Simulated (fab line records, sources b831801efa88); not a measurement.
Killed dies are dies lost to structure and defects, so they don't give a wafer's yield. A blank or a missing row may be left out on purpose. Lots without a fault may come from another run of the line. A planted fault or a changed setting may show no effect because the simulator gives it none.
Which tool did it? | flow sky130 | 14 lots, 42 wafers sampled, at 5 steps of a route of 708

WHAT THE GAUGES READ, wafer by wafer
The record holds no reading of a measuring or inspecting step that can be judged against a usual standard deviation.

WHICH TOOL RAN EACH LOT (tool, then ch and the chambers of the sampled wafers, then the start)
lot  | SKY_VIA2_ETCH_14                   | SKY_METAL3_SPUTTER_03        | SKY_METAL3_METAL_ETCH_18          | SKY_METAL3_STRIP_19                  | SKY_VIA3_CVD_21
L632 | rie_diel-01 ch 1,2, day 36 08:29   | pvd_sputter-02, day 36 09:59 | rie_metal-03 ch 0,1, day 38 15:10 | plasma_asher-03 ch 0,1, day 38 15:19 | cvd_w-01 ch 0,1, day 39 19:30
L633 | rie_diel-04 ch 1,2,3, day 36 09:34 | pvd_sputter-02, day 36 11:01 | rie_metal-03 ch 0,1, day 38 15:27 | plasma_asher-03 ch 0,1, day 38 15:36 | cvd_w-01 ch 0,1, day 39 19:49
L634 | rie_diel-02 ch 0,1,2, day 36 17:07 | pvd_sputter-01, day 36 18:37 | rie_metal-04 ch 0,1, day 38 23:02 | plasma_asher-04 ch 0,1, day 38 23:12 | cvd_w-02 ch 0,1, day 40 02:34
L642 | rie_diel-04 ch 0,2,3, day 39 21:40 | pvd_sputter-02, day 39 23:10 | rie_metal-04 ch 0,1, day 41 23:44 | plasma_asher-03 ch 0,1, day 41 23:55 | cvd_w-02 ch 0,1, day 43 00:42
L647 | rie_diel-04 ch 1,2,3, day 41 13:46 | pvd_sputter-02, day 41 15:34 | rie_metal-03 ch 0,1, day 43 13:52 | plasma_asher-02 ch 0,1, day 43 14:02 | cvd_w-01 ch 1, day 44 14:10
L643 | rie_diel-01 ch 0,1,3, day 41 16:31 | pvd_sputter-01, day 41 17:58 | rie_metal-03 ch 0,1, day 43 17:44 | plasma_asher-04 ch 0,1, day 43 17:55 | cvd_w-01 ch 0,1, day 44 18:23
L644 | rie_diel-01 ch 1,2,3, day 41 22:07 | pvd_sputter-02, day 41 23:34 | rie_metal-03 ch 0,1, day 43 22:30 | plasma_asher-03 ch 0,1, day 43 22:40 | cvd_w-02 ch 1, day 44 23:25
L646 | rie_diel-01 ch 1,2,3, day 42 01:20 | pvd_sputter-02, day 42 02:48 | rie_metal-02 ch 0, day 44 01:00   | plasma_asher-03 ch 1, day 44 01:10   | cvd_w-01 ch 0,1, day 45 01:20
L648 | rie_diel-04 ch 0,1, day 42 02:38   | pvd_sputter-01, day 42 04:06 | rie_metal-02 ch 0,1, day 44 02:51 | plasma_asher-04 ch 0,1, day 44 03:01 | cvd_w-01 ch 0,1, day 45 02:31
L649 | rie_diel-02 ch 0,2,3, day 42 08:17 | pvd_sputter-02, day 42 09:47 | rie_metal-04 ch 0,1, day 44 06:51 | plasma_asher-04 ch 0,1, day 44 07:01 | cvd_w-02 ch 0,1, day 45 06:31
L650 | rie_diel-01 ch 0,3, day 42 08:38   | pvd_sputter-01, day 42 10:06 | rie_metal-02 ch 0,1, day 44 08:00 | plasma_asher-03 ch 0,1, day 44 08:10 | cvd_w-02 ch 0,1, day 45 08:46
L651 | rie_diel-04 ch 0,3, day 42 13:34   | pvd_sputter-01, day 42 15:04 | rie_metal-03 ch 0,1, day 44 13:39 | plasma_asher-03 ch 1, day 44 13:49   | cvd_w-01 ch 0,1, day 45 12:55
L653 | rie_diel-02 ch 0,1, day 43 00:52   | pvd_sputter-01, day 43 02:20 | rie_metal-02 ch 0,1, day 44 23:35 | plasma_asher-04 ch 0,1, day 44 23:46 | cvd_w-01 ch 0,1, day 45 23:14
L654 | rie_diel-02 ch 0,1,3, day 43 05:08 | pvd_sputter-04, day 43 06:36 | rie_metal-03 ch 0,1, day 45 04:21 | plasma_asher-03 ch 0,1, day 45 04:30 | cvd_w-01 ch 0,1, day 46 03:36
- SKY_VIA2_ETCH_14: etches BARC in N2/H2, stops on SiO2, time 45.9 s, target depth 60 nm.
- SKY_METAL3_SPUTTER_03: material Ti, target thk 5 nm, time 3.3 s.
- SKY_METAL3_METAL_ETCH_18: etches the open film in Cl2/BCl3, stops on SiO2, target depth 845 nm, time 183.1 s.
- SKY_METAL3_STRIP_19: strips in O2/N2.
- SKY_VIA3_CVD_21: deposits W, target thk 390 nm, time 117.31 s.

WHAT THE TOOLS THEMSELVES READ (means of the sampled wafers that have a number; where no wafer has one, the mark that the record gives instead)
SKY_VIA2_ETCH_14.
lot  | tool        | chamber_pressure_mTorr (mTorr) | drypump_motor_current_A (A) | n2_flow_sccm (sccm) | oes_product_au (a.u.) | throttle_valve_pct (%)
L632 | rie_diel-01 | 29.996                         | 5.9                         | 100.05              | 0.852                 | 13.224
L633 | rie_diel-04 | 29.986                         | 5.4                         | 100.15              | 0.855                 | 13.221
L634 | rie_diel-02 | 29.976                         | 5.6                         | 99.94               | 0.851                 | 13.221
L642 | rie_diel-04 | 30.007                         | 5.5                         | 100.01              | 0.860                 | 13.222
L647 | rie_diel-04 | 29.991                         | 5.4                         | 99.85               | 0.854                 | 13.222
L643 | rie_diel-01 | 29.984                         | 6.3                         | 100.26              | 0.857                 | 13.217
L644 | rie_diel-01 | 29.980                         | 5.9                         | 99.81               | 0.850                 | 13.226
L646 | rie_diel-01 | 29.994                         | 5.9                         | 100.09              | 0.852                 | 13.220
L648 | rie_diel-04 | 29.993                         | 5.7                         | 99.98               | 0.856                 | 13.224
L649 | rie_diel-02 | 29.986                         | 5.5                         | 100.09              | 0.860                 | 13.224
L650 | rie_diel-01 | 29.995                         | 6.3                         | 99.96               | 0.855                 | 13.226
L651 | rie_diel-04 | 29.995                         | 5.3                         | 99.83               | 0.854                 | 13.219
L653 | rie_diel-02 | 30.001                         | 5.3                         | 100.18              | 0.853                 | 13.228
L654 | rie_diel-02 | 29.998                         | 5.8                         | 100.21              | 0.853                 | 13.225

SKY_METAL3_SPUTTER_03.
lot  | tool           | cathode_dc_power_W (W) | throttle_valve_pct (%)
L632 | pvd_sputter-02 | 3000.0                 | 30.5
L633 | pvd_sputter-02 | 3000.3                 | 30.3
L634 | pvd_sputter-01 | 3000.3                 | 29.4
L642 | pvd_sputter-02 | 3000.3                 | 30.0
L647 | pvd_sputter-02 | 2999.5                 | 29.5
L643 | pvd_sputter-01 | 3000.1                 | 27.9
L644 | pvd_sputter-02 | 2999.6                 | 30.3
L646 | pvd_sputter-02 | 2999.3                 | 30.7
L648 | pvd_sputter-01 | 3000.0                 | 29.1
L649 | pvd_sputter-02 | 2999.9                 | 29.4
L650 | pvd_sputter-01 | 3000.0                 | 28.4
L651 | pvd_sputter-01 | 2999.8                 | 29.1
L653 | pvd_sputter-01 | 3000.3                 | 29.5
L654 | pvd_sputter-04 | 2999.7                 | 30.7

SKY_METAL3_METAL_ETCH_18.
lot  | tool         | chamber_pressure_mTorr (mTorr) | drypump_motor_current_A (A) | oes_product_au (a.u.) | throttle_valve_pct (%)
L632 | rie_metal-03 | 9.995                          | 6.04                        | 0.868                 | 22.258
L633 | rie_metal-03 | 9.992                          | 5.87                        | 0.864                 | 22.270
L634 | rie_metal-04 | 10.003                         | 6.17                        | 0.864                 | 22.264
L642 | rie_metal-04 | 10.002                         | 6.24                        | 0.862                 | 22.261
L647 | rie_metal-03 | 10.003                         | 5.90                        | 0.864                 | 22.259
L643 | rie_metal-03 | 10.004                         | 6.01                        | 0.866                 | 22.252
L644 | rie_metal-03 | 9.997                          | 6.04                        | 0.859                 | 22.261
L646 | rie_metal-02 | 10.004                         | 5.91                        | 0.865                 | 22.264
L648 | rie_metal-02 | 9.997                          | 5.79                        | 0.865                 | 22.266
L649 | rie_metal-04 | 9.998                          | 6.16                        | 0.868                 | 22.267
L650 | rie_metal-02 | 10.003                         | 5.77                        | 0.875                 | 22.255
L651 | rie_metal-03 | 9.990                          | 6.03                        | 0.867                 | 22.270
L653 | rie_metal-02 | 9.988                          | 5.66                        | 0.866                 | 22.269
L654 | rie_metal-03 | 10.004                         | 5.89                        | 0.869                 | 22.270

SKY_METAL3_STRIP_19.
lot  | tool            | chamber_pressure_mTorr (mTorr) | drypump_motor_current_A (A) | n2_flow_sccm (sccm) | oes_product_au (a.u.) | strip_time_to_endpoint_s (s)
L632 | plasma_asher-03 | 1501.2                         | 6.1                         | 298.6               | 0.354                 | 3.02
L633 | plasma_asher-03 | 1499.8                         | 5.9                         | 301.1               | 0.358                 | 3.05
L634 | plasma_asher-04 | 1498.5                         | 5.7                         | 300.4               | 0.504                 | 6.56
L642 | plasma_asher-03 | 1500.5                         | 6.2                         | 300.2               | 0.509                 | 6.75
L647 | plasma_asher-02 | 1500.2                         | 6.0                         | 301.3               | 0.510                 | 6.58
L643 | plasma_asher-04 | 1499.5                         | 5.7                         | 300.4               | 0.503                 | 6.60
L644 | plasma_asher-03 | 1499.4                         | 5.9                         | 300.0               | 0.508                 | 6.61
L646 | plasma_asher-03 | 1499.8                         | 6.4                         | 299.8               | 0.508                 | 6.61
L648 | plasma_asher-04 | 1500.5                         | 5.7                         | 299.8               | 0.506                 | 6.58
L649 | plasma_asher-04 | 1499.7                         | 5.7                         | 299.8               | 0.509                 | 6.66
L650 | plasma_asher-03 | 1501.3                         | 5.8                         | 300.0               | 0.509                 | 6.68
L651 | plasma_asher-03 | 1498.3                         | 6.3                         | 301.0               | 0.506                 | 6.66
L653 | plasma_asher-04 | 1501.1                         | 6.2                         | 299.3               | 0.504                 | 6.61
L654 | plasma_asher-03 | 1499.1                         | 6.1                         | 300.4               | 0.506                 | 6.55

SKY_VIA3_CVD_21.
lot  | tool     | heater_power_w (W)
L632 | cvd_w-01 | 794
L633 | cvd_w-01 | 832
L634 | cvd_w-02 | 978
L642 | cvd_w-02 | 982
L647 | cvd_w-01 | 862
L643 | cvd_w-01 | 844
L644 | cvd_w-02 | 897
L646 | cvd_w-01 | 830
L648 | cvd_w-01 | 798
L649 | cvd_w-02 | 992
L650 | cvd_w-02 | 927
L651 | cvd_w-01 | 799
L653 | cvd_w-01 | 825
L654 | cvd_w-01 | 840

THE ANSWER, worked out from the rows above alone
Rule: what is usual is taken from the lots themselves. Put in order of their means at a reading, lots are off if they are a third of the lots or fewer, leave a main group of 4 or more, and stand apart from it by a gap of 3 or more times the standard deviation of the main group's means; of several such gaps the widest counts. A main group whose means are all the same, to the digits that the tables above print for the reading, isn't used. A lot without any number at a reading at which 4 lots or more have one is off too. The other lots that the step has rows for count as sound. The gauges are gone through in route order, then the tools' own readings, and for those a lot's mean is taken as printed above. The first step at which some lot is off is used, and at that step the reading that is off furthest; a lot without a number counts as furthest.
Off: L632, L633, at SKY_METAL3_STRIP_19 (oes_product_au). The main group: mean 0.507 a.u., standard deviation 0.0022.
A tool fits if, at that step or a process step before it, it ran every lot that is off, and no sound lot after the first of them. None of those tried fits.

WHAT THE SIMULATOR HAD PUT IN
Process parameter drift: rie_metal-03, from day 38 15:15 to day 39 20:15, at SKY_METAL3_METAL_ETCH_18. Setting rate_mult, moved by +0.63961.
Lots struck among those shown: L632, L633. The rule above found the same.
